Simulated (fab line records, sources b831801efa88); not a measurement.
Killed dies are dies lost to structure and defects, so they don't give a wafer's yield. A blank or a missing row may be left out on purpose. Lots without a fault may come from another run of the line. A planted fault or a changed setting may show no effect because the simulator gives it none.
Which tool did it? | flow gf180mcu | 11 lots, 33 wafers sampled, at 2 steps of a route of 602

WHAT THE GAUGES READ, wafer by wafer
GF_STI_THK_MEAS_04.
lot  | measured    | on            | STI_CVD_03_THK (nm)
L422 | day 1 19:40 | film_metro-02 | 208.9 208.4 209.1
L423 | day 1 19:39 | film_metro-01 | 209.2 210.7 208.7
L424 | day 2 03:47 | film_metro-01 | 208.4 207.8 209.4
L425 | day 2 09:34 | film_metro-01 | 210.1 208.4 210.6
L428 | day 2 19:34 | film_metro-03 | 207.0 205.7 207.3
L431 | day 3 12:23 | film_metro-01 | 207.1 209.0 208.4
L433 | day 3 21:43 | film_metro-03 | 208.9 207.6 209.2
L434 | day 4 06:12 | film_metro-02 | 211.1 209.2 212.3
L437 | day 4 16:34 | film_metro-02 | 208.0 208.9 208.5
L444 | day 6 04:17 | film_metro-01 | 160.3 157.9 158.9 160.3 157.8 158.6
L445 | day 6 08:34 | film_metro-02 | 208.1 208.6 209.2

WHICH TOOL RAN EACH LOT (tool, then ch and the chambers of the sampled wafers, then the start)
lot  | GF_STI_CVD_03
L422 | lpcvd-02 ch 0, day 1 17:40
L423 | lpcvd-02 ch 1, day 1 17:40
L424 | lpcvd-01 ch 1, day 2 01:46
L425 | lpcvd-02 ch 1, day 2 06:35
L428 | lpcvd-01 ch 1, day 2 17:34
L431 | lpcvd-02 ch 0, day 3 09:25
L433 | lpcvd-01 ch 1, day 3 19:43
L434 | lpcvd-01 ch 0, day 4 04:13
L437 | lpcvd-02 ch 1, day 4 14:34
L444 | lpcvd-01 ch 0, day 6 02:18
L445 | lpcvd-02 ch 0, day 6 06:34
- GF_STI_CVD_03: deposits Si3N4 from DCS/NH3, target thk 207.16 nm, time 3551 s.

THE ANSWER, worked out from the rows above alone
Rule: what is usual is taken from the lots themselves. Put in order of their means at a reading, lots are off if they are a third of the lots or fewer, leave a main group of 4 or more, and stand apart from it by a gap of 3 or more times the standard deviation of the main group's means; of several such gaps the widest counts. A main group whose means are all the same, to the digits that the tables above print for the reading, isn't used. A lot without any number at a reading at which 4 lots or more have one is off too. The other lots that the step has rows for count as sound.
Off: L444, at GF_STI_THK_MEAS_04 (STI_CVD_03_THK). The main group: mean 208.8 nm, standard deviation 1.
A tool fits if, at a process step before that reading, it ran every lot that is off, and no sound lot after the first of them. The gauges at GF_STI_THK_MEAS_04 are tried like those tools. Can't be told from this: 2 tools fit, lpcvd-01 at GF_STI_CVD_03, film_metro-01 at GF_STI_THK_MEAS_04.

WHAT THE SIMULATOR HAD PUT IN
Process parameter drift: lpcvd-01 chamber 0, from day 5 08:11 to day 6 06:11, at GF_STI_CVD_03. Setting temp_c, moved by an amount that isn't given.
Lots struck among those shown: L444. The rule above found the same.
